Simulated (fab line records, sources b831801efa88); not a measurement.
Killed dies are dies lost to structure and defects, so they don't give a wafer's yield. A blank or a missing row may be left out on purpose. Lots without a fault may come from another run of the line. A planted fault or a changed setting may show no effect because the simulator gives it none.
Problem report in the 8D (eight disciplines) form, filled by code | flow sky130 | the parts of the form that need people (team, actions taken, sign-off) are left out

1. THE PROBLEM
cd_nm at SKY_LOCAL_INTERCONNECT_CD_MEAS_11 reads a mean of 81.5 nm on 3 wafers of 2 lots; wafers without a fault read 170.3 nm with a standard deviation of 1.5. That is -59 standard deviations from the usual mean.
The step: target cd 170 nm.
First seen on wafer L933.3, day 35 18:17, on cd_sem-01. The record holds 40 wafers of 14 lots with a number at this step. Rule for "out", or "out of limits": more than 4 standard deviations from the usual mean. The other wafers with a number count as sound.

2. WHAT IT IS AND WHAT IT IS NOT
question                    | is                     | is not
which readings at this step | cd_nm                  | -
which lots                  | L933, L934             | L918, L919, L920, L921, L922, L923, L927, L929, L937, L938, L939, L941
which wafers of those lots  | L933.3, L933.6, L934.6 | L934.2
read on which gauges        | cd_sem-01, cd_sem-02   | -
when                        | from day 35 18:17      | up to then (24 sound wafers); but 13 sound wafers of L934, L937, L938, L939, L941 came after

3. SUSPECTS, AND WHAT RULES EACH OUT
Counting: a tool at a process step up to the reading stays a suspect if it ran every lot that is out. Sound lots after the first of them don't rule it out here, since some wafers of a struck lot are sound.
- the gauge at SKY_LOCAL_INTERCONNECT_CD_MEAS_11: ruled out. The wafers that are out were read on 2 gauges (cd_sem-01, cd_sem-02).
- rie_diel-03 at SKY_LI_CONTACT_ETCH_14 (etches BARC in N2/H2, stops on SiO2, time 45.9 s, target depth 60 nm): kept. It ran every lot that is out, first L933 (day 34 14:38); its last sound lot up to then is L927 (day 32 23:29).
- rie_diel-03 at SKY_LI_CONTACT_ETCH_15 (etches PSG in C4F8/O2/Ar, stops on Si, target depth 600 nm): kept. It ran every lot that is out, first L933 (day 34 14:40); its last sound lot up to then is L927 (day 32 23:31).
- krf_scanner-02 at SKY_LOCAL_INTERCONNECT_EXPOSE_08 (exposes mask LI1M, target cd 170 nm): kept. It ran every lot that is out, first L933 (day 35 05:13); its last sound lot up to then is L927 (day 33 14:03).
- Within rie_diel-03 at SKY_LI_CONTACT_ETCH_14: the wafers that are out ran in chambers 1, 2; their sound lot-mates ran in chamber 3.
- Within rie_diel-03 at SKY_LI_CONTACT_ETCH_15: the wafers that are out ran in chambers 1, 2; their sound lot-mates ran in chamber 3.
Left after counting: rie_diel-03 at SKY_LI_CONTACT_ETCH_14, rie_diel-03 at SKY_LI_CONTACT_ETCH_15, krf_scanner-02 at SKY_LOCAL_INTERCONNECT_EXPOSE_08.

4. THE CAUSE (what the simulator had put in)
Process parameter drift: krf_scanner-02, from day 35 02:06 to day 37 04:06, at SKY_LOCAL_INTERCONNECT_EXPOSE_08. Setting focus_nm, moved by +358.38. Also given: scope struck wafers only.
Counting left 3 suspects, and this tool is among them.

5. THE CHAIN OF EFFECTS, in route order
Each row: a reading whose mean over the struck wafers that have a number lies more than 3 standard deviations from the usual. Only readings for which the record gives a usual standard deviation are gone through. hours: the time from each lot's start at the first step in this table that gives one to its start at this step, as a median over the lots. sigmas: the change in usual standard deviations.
hours | step                              | reading | usual    | on struck wafers | change | sigmas
0     | SKY_LOCAL_INTERCONNECT_CD_MEAS_11 | cd_nm   | 170.3 nm | 81.5             | -88.8  | -59

6. WHAT WOULD HAVE CAUGHT IT SOONER
In this record the first reading out of limits at a measuring or inspecting step was taken at day 35 18:17, 16 hours after the fault began at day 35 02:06.
All the lots that are out (2) had begun SKY_LOCAL_INTERCONNECT_EXPOSE_08 on krf_scanner-02 by day 35 18:17. A hold on the tool at that time would have spared none of them.
